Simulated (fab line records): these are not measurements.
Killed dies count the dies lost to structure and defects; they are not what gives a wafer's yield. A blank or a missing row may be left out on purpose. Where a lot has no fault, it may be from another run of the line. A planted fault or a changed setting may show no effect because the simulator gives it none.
Chamber matching ; flow gf180mcu ; GF_V4_CMP_26 on cmp-02 has 4 sister chambers
The step polishes, stops on SiO2, t overpolish 15 s, target thk 0 nm. 4 wafers are shown with their chamber, then 12 later ones without.

## WAFERS, EACH WITH ITS CHAMBER
wafer;chamber;motor_current_A (A)
L091.4;2;9.8
L091.5;3;10.5
L093.1;0;10.9
L093.5;1;10.6

## WAFERS WITH NO CHAMBER GIVEN
wafer;motor_current_A (A)
L094.2;9.9
L094.4;10.5
L094.6;11.8
L095.2;9.7
L095.3;11.4
L095.4;10.8
L096.2;10.6
L096.3;11.8
L096.6;9.8
L097.4;10.3
L097.5;10.7
L097.6;10.6

## CHAMBER TAKEN BY EACH
wafer;from the rows above;in truth
L094.2;can't be placed: 2 or 3 or 1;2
L094.4;can't be placed: 3 or 1 or 0 or 2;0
L094.6;can't be placed: 0 or 1 or 3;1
L095.2;can't be placed: 2 or 3 or 1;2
L095.3;can't be placed: 0 or 1 or 3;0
L095.4;can't be placed: 0 or 1 or 3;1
L096.2;can't be placed: 1 or 3 or 0 or 2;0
L096.3;can't be placed: 0 or 1 or 3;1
L096.6;can't be placed: 2 or 3 or 1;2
L097.4;can't be placed: 3 or 1 or 2 or 0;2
L097.5;can't be placed: 1 or 3 or 0 or 2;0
L097.6;can't be placed: 1 or 3 or 0 or 2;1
0 of 12 placed correctly. Not placeable from these rows: 12 (in 12, the candidates include the true chamber). Placed wrongly: 0.
How it was worked out, from the rows above alone: a wafer's distance from a chamber is the root of the sum, over the readings, of the square of ((its reading less the chamber's mean) divided by the reading's scatter). If the next closest chamber is less than 2 further off than the closest, the wafer can't be placed; otherwise it belongs to the closest. Each chamber's mean is taken over the wafers shown for it. The scatter (one wafer shown for each chamber): square how far every hidden wafer sits from the nearest shown wafer, average those squares and take the square root.
